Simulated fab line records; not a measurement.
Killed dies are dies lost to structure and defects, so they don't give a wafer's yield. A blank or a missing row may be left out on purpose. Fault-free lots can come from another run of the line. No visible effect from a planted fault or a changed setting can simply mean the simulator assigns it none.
fab line records    flow sky130
record lots=14  wafers=42  last_day=51
route steps=708 shown LDD_P@265 SD_N@350 METAL4@627
lots that met no fault: taken from a fault-free run of the same line
start_h: hours from the record's first day to the start of the lot's first wafer shown    wait_h: hours elapsed since this lot's preceding step    " repeats the value in the row above    L1.1+2: one row covering several wafers at once    - either no value or no given start    * or withheld: withheld    < > ~ a bound
route shown NAME@n: names a module that has steps shown in the file, with the first one's number in the route    usual: mean/standard deviation taken from wafers without a fault    same: alike in all rows    chamber/n: place in a boat    sites: each site's reading    _std_site: standard deviation across them    _edge_site: outer sites' mean less inner sites'    radius_mm: for every site, how far away it sits from the centre of the wafer    mask NAME#n: copy n    behind: the most recent tool/chamber to have shaped the wafer    hold: why the lot was held/for how many hours/how that ended    device: the transistor (n, p or np) that didn't switch    end of line: the tests these same wafers got at the end of their route    a step without rows: its recipe alone    killed: dies lost to structure and defects at the first sort, not the wafer's yield    map: per-die view of a wafer (x killed, . not killed, _ where there is no die)
set.NAME: the setting the step ran with; set.NAME@STEP: the setting that earlier step ran with    model.NAME: the simulator's own value behind a step, which no gauge read
one table for each step of the route and one row for each wafer, over a sample of lots
services: when a tool's chamber went out of use (start_h, in hours from the record's first day, below 0 if earlier), for how many hours, and the reason
## steps
# step SKY_LDD_P_STRIP_10
# recipe chemistry=O2/N2  power_w=1400  pressure_mtorr=1500  platen_temp_c=withheld  o2_flow_sccm=3000  n2_flow_sccm=300  overash_fraction=0.5
# usual chamber_pressure_mTorr=1500.2/1.3  drypump_motor_current_A=5.7/0.52  oes_product_au=0.716/0.0051  strip_time_to_endpoint_s=14.17/0.041
lot.wafer  tool             chamber  start_h  wait_h  chamber_pressure_mTorr  drypump_motor_current_A  oes_product_au  rf_hours_counter_h  strip_time_to_endpoint_s
L151.3     plasma_asher-03  1        466.50   0.1     1498.8                  6.3                      0.723           -                   14.15
L151.4     "                0        "        "       1498.1                  5.6                      0.720           -                   14.15
L151.5     "                1        "        "       1500.8                  6.3                      0.710           -                   14.18
L150.1     plasma_asher-01  0        466.79   0.1     1499.7                  5.4                      0.714           3                   14.23
L150.4     "                0        "        "       1499.5                  5.4                      0.716           -                   14.21
L150.5     "                1        "        "       1500.3                  6.2                      0.712           -                   14.21
L153.1     plasma_asher-03  0        489.47   0.1     1499.5                  5.6                      0.716           35                  14.15
L153.5     "                0        "        "       1500.8                  5.6                      0.725           -                   14.12
L153.6     "                1        "        "       1500.4                  6.2                      0.716           -                   14.11
L154.4     plasma_asher-02  0        494.94   0.1     1499.4                  6.2                      0.718           -                   14.19
L154.5     "                1        "        "       1500.9                  4.7                      0.712           -                   14.17
L154.6     "                0        "        "       1500.9                  6.2                      0.708           -                   14.21
L156.1     plasma_asher-01  1        513.12   0.1     1499.5                  6.2                      0.717           8                   14.18
L156.2     "                0        "        "       1500.6                  5.4                      0.712           8                   14.19
L156.5     "                0        "        "       1500.3                  5.4                      0.711           -                   14.20
L158.4     plasma_asher-02  0        538.92   0.1     1502.7                  6.2                      0.707           -                   14.12
L158.5     "                0        "        "       1500.1                  6.2                      0.716           -                   14.14
L158.6     "                1        "        "       1498.2                  4.7                      0.725           -                   14.07
L159.2     plasma_asher-03  1        547.54   0.1     1500.1                  6.3                      0.720           40                  14.27
L159.3     "                1        "        "       1501.2                  6.3                      0.709           -                   14.25
L159.4     "                0        "        "       1500.3                  5.6                      0.714           -                   14.19
L162.3     plasma_asher-01  1        574.24   0.1     1500.7                  6.2                      0.712           -                   14.18
L162.5     "                1        "        "       1498.8                  6.2                      0.719           -                   14.16
L162.6     "                0        "        "       1498.1                  5.4                      0.715           -                   14.16
L163.2     plasma_asher-01  1        589.47   0.1     1501.0                  6.2                      0.719           15                  14.14
L163.3     "                1        "        "       1500.1                  6.2                      0.717           -                   14.19
L163.4     "                0        "        "       1501.1                  5.4                      0.725           -                   14.16
L164.1     plasma_asher-01  0        600.11   0.1     1499.6                  5.4                      0.711           16                  14.16
L164.3     "                1        "        "       1501.1                  6.2                      0.712           -                   14.15
L164.6     "                0        "        "       1501.6                  5.4                      0.711           -                   14.16
L167.1     plasma_asher-03  1        611.64   0.1     1501.5                  6.2                      0.716           47                  14.08
L167.3     "                1        "        "       1498.6                  6.2                      0.715           -                   14.12
L167.6     "                1        "        "       1500.5                  6.3                      0.716           -                   14.10
L166.2     plasma_asher-01  0        613.06   0.1     1499.3                  5.4                      0.714           18                  14.20
L166.3     "                0        "        "       1501.5                  5.4                      0.714           -                   14.15
L166.4     "                1        "        "       1498.4                  6.2                      0.714           -                   14.14
L169.1     plasma_asher-01  1        627.52   0.1     1498.8                  6.2                      0.718           19                  14.14
L169.3     "                1        "        "       1501.8                  6.2                      0.722           -                   14.18
L169.6     "                0        "        "       1498.5                  5.4                      0.706           -                   14.19
L172.2     plasma_asher-01  1        646.02   0.1     1500.0                  6.2                      0.715           21                  14.14
L172.3     "                0        "        "       1496.1                  5.4                      0.719           -                   14.19
L172.5     "                1        "        "       1500.1                  6.2                      0.727           -                   14.14
# step SKY_LDD_P_TW_MEAS_11
# usual LDD_P_TW=637/6
lot.wafer  tool           chamber  start_h  wait_h  LDD_P_TW
L151.3     film_metro-01  -        466.59   0.1     636
L151.4     "              -        "        "       640
L151.5     "              -        "        "       632
L150.1     film_metro-01  -        466.89   0.1     632
L150.4     "              -        "        "       634
L150.5     "              -        "        "       638
L153.1     film_metro-01  -        489.57   0.1     635
L153.5     "              -        "        "       633
L153.6     "              -        "        "       636
L154.4     film_metro-01  -        495.04   0.1     633
L154.5     "              -        "        "       636
L154.6     "              -        "        "       635
L156.1     film_metro-03  -        513.22   0.1     627
L156.2     "              -        "        "       626
L156.5     "              -        "        "       629
L158.4     film_metro-03  -        539.02   0.1     631
L158.5     "              -        "        "       634
L158.6     "              -        "        "       633
L159.2     film_metro-01  -        547.65   0.1     638
L159.3     "              -        "        "       633
L159.4     "              -        "        "       638
L162.3     film_metro-03  -        574.33   0.1     624
L162.5     "              -        "        "       619
L162.6     "              -        "        "       622
L163.2     film_metro-04  -        589.58   0.1     640
L163.3     "              -        "        "       646
L163.4     "              -        "        "       640
L164.1     film_metro-01  -        600.21   0.1     643
L164.3     "              -        "        "       637
L164.6     "              -        "        "       640
L167.1     film_metro-01  -        611.74   0.1     638
L167.3     "              -        "        "       639
L167.6     "              -        "        "       639
L166.2     film_metro-01  -        613.17   0.1     637
L166.3     "              -        "        "       637
L166.4     "              -        "        "       638
L169.1     film_metro-03  -        627.62   0.1     635
L169.3     "              -        "        "       636
L169.6     "              -        "        "       634
L172.2     film_metro-01  -        646.13   0.1     632
L172.3     "              -        "        "       630
L172.5     "              -        "        "       631
# step SKY_SD_N_OVL_MEAS_08
# usual SD_N_OVL=0.9/1.6
lot.wafer  tool        chamber  start_h  wait_h  SD_N_OVL[nm]
L151.3     overlay-01  -        684.68   0.1     -1.4
L151.4     "           -        "        "       -1.1
L151.5     "           -        "        "       -2.0
L150.1     overlay-01  -        685.96   0.1     0.2
L150.4     "           -        "        "       0.4
L150.5     "           -        "        "       0.5
L153.1     overlay-02  -        707.17   0.1     1.4
L153.5     "           -        "        "       3.4
L153.6     "           -        "        "       1.1
L154.4     overlay-02  -        712.63   0.1     2.2
L154.5     "           -        "        "       3.2
L154.6     "           -        "        "       1.3
L156.1     overlay-01  -        732.25   0.1     -0.7
L156.2     "           -        "        "       0.2
L156.5     "           -        "        "       1.0
L158.4     overlay-02  -        757.54   0.1     1.4
L158.5     "           -        "        "       3.5
L158.6     "           -        "        "       1.0
L159.2     overlay-02  -        766.98   0.1     3.8
L159.3     "           -        "        "       3.1
L159.4     "           -        "        "       3.5
L162.3     overlay-02  -        791.76   0.1     1.4
L162.5     "           -        "        "       3.5
L162.6     "           -        "        "       3.6
L163.2     overlay-01  -        805.06   0.1     0.0
L163.3     "           -        "        "       -0.5
L163.4     "           -        "        "       -1.2
L164.1     overlay-02  -        813.26   0.1     1.1
L164.3     "           -        "        "       1.5
L164.6     "           -        "        "       0.3
L167.1     overlay-01  -        822.61   0.1     -2.3
L167.3     "           -        "        "       -1.1
L167.6     "           -        "        "       -0.5
L166.2     overlay-01  -        824.51   0.1     -1.1
L166.3     "           -        "        "       -0.9
L166.4     "           -        "        "       -1.5
L169.1     overlay-02  -        835.80   0.1     -0.8
L169.3     "           -        "        "       0.1
L169.6     "           -        "        "       -0.1
L172.2     overlay-01  -        851.53   0.1     2.8
L172.3     "           -        "        "       0.2
L172.5     "           -        "        "       1.0
# step SKY_METAL4_PEB_11
# recipe peb_temp_c=withheld  peb_time_s=withheld  resist=KrF-thick
# usual chill_plate_temp_C=*  exhaust_pa=44.9/0.91
lot.wafer  tool            chamber  start_h  wait_h  chill_plate_temp_C  exhaust_pa
L151.3     litho_track-04  0        1023     -       *                   44.8
L151.4     "               0        "        "       *                   44.5
L151.5     "               0        "        "       *                   45.8
L150.1     litho_track-02  0        1024     -       *                   45.6
L150.4     "               0        "        "       *                   45.7
L150.5     "               0        "        "       *                   44.8
L153.1     litho_track-01  0        1039     -       *                   45.0
L153.5     "               0        "        "       *                   44.6
L153.6     "               0        "        "       *                   45.2
L154.4     litho_track-04  0        1045     -       *                   46.5
L154.5     "               0        "        "       *                   45.4
L154.6     "               0        "        "       *                   43.9
L156.1     litho_track-02  0        1062     -       *                   44.5
L156.2     "               0        "        "       *                   45.3
L156.5     "               0        "        "       *                   44.9
L158.4     litho_track-01  0        1079     -       *                   44.5
L158.5     "               0        "        "       *                   46.2
L158.6     "               0        "        "       *                   45.6
L159.2     litho_track-01  0        1085     -       *                   44.3
L159.3     "               0        "        "       *                   44.3
L159.4     "               0        "        "       *                   45.3
L162.3     litho_track-02  0        1104     -       *                   45.3
L162.5     "               0        "        "       *                   43.8
L162.6     "               0        "        "       *                   43.1
L163.2     litho_track-01  -        1116     -       -                   -
L163.3     "               -        "        "       -                   -
L163.4     "               -        "        "       -                   -
L164.1     litho_track-01  -        1121     -       -                   -
L164.3     "               -        "        "       -                   -
L164.6     "               -        "        "       -                   -
L167.1     litho_track-04  0        1127     -       *                   45.1
L167.3     "               0        "        "       *                   44.8
L167.6     "               0        "        "       *                   45.4
L166.2     litho_track-01  0        1133     -       *                   43.0
L166.3     "               0        "        "       *                   44.7
L166.4     "               0        "        "       *                   43.4
L169.1     litho_track-02  0        1139     -       *                   44.3
L169.3     "               0        "        "       *                   46.2
L169.6     "               0        "        "       *                   46.0
L172.2     litho_track-04  0        1149     -       *                   44.3
L172.3     "               0        "        "       *                   43.9
L172.5     "               0        "        "       *                   43.9
## services
tool             chamber  start_h  hours  kind
plasma_asher-02  -        487.03   4.3    pm
plasma_asher-01  -        517.58   0.3    repair
plasma_asher-03  -        577.25   0.3    repair
plasma_asher-01  -        646.88   2.3    repair
plasma_asher-03  -        654.46   1.9    repair
plasma_asher-02  -        685.75   4.7    repair
plasma_asher-03  -        725.99   1.6    repair
plasma_asher-02  -        733.75   9.0    pm
plasma_asher-02  0        733.75   9.0    vent_cycle
plasma_asher-02  1        733.75   9.0    vent_cycle
plasma_asher-02  0        742.75   -      clean
plasma_asher-02  1        742.75   -      clean
litho_track-02   -        752.74   -      consumable_replace:filter
plasma_asher-03  -        763.29   14.6   pm
plasma_asher-02  -        766.30   76.3   repair
plasma_asher-02  -        845.56   7.7    repair
plasma_asher-02  -        874.53   15.6   pm
plasma_asher-01  -        884.84   2.0    repair
plasma_asher-02  -        917.56   2.8    pm
plasma_asher-01  -        949.62   14.6   pm
plasma_asher-03  -        967.43   0.3    repair
plasma_asher-02  -        1006.25  8.9    pm
plasma_asher-02  -        1040.53  3.1    repair
litho_track-04   -        1101.83  -      consumable_replace:filter
## key
first_sign step=SKY_METAL4_PEB_11  reading=tool_record  direction=missing
effect none on later readings
met_at SKY_METAL4_PEB_11
struck_lots L163,L164
later_rows_left_out L163.2,L163.3,L163.4,L164.1,L164.3,L164.6
sort_left_out L163.2,L163.3,L163.4,L164.1,L164.3,L164.6
not_acting_at SKY_LDD_P_STRIP_10,SKY_LDD_P_TW_MEAS_11,SKY_SD_N_OVL_MEAS_08
onset_between 1085 1116
fault kind=skipped_step_whole  tool=litho_track-01  chamber=-  onset_h=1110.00  steps=SKY_METAL4_PEB_11  scope=struck_lots_only
# sort_left_out: the simulated sort isn't trusted on such a fault, so these wafers' sort isn't shown, and their yield isn't known
# later_rows_left_out: the simulator's readings of these wafers behind a module that went badly wrong aren't trusted and aren't shown, but for the sort
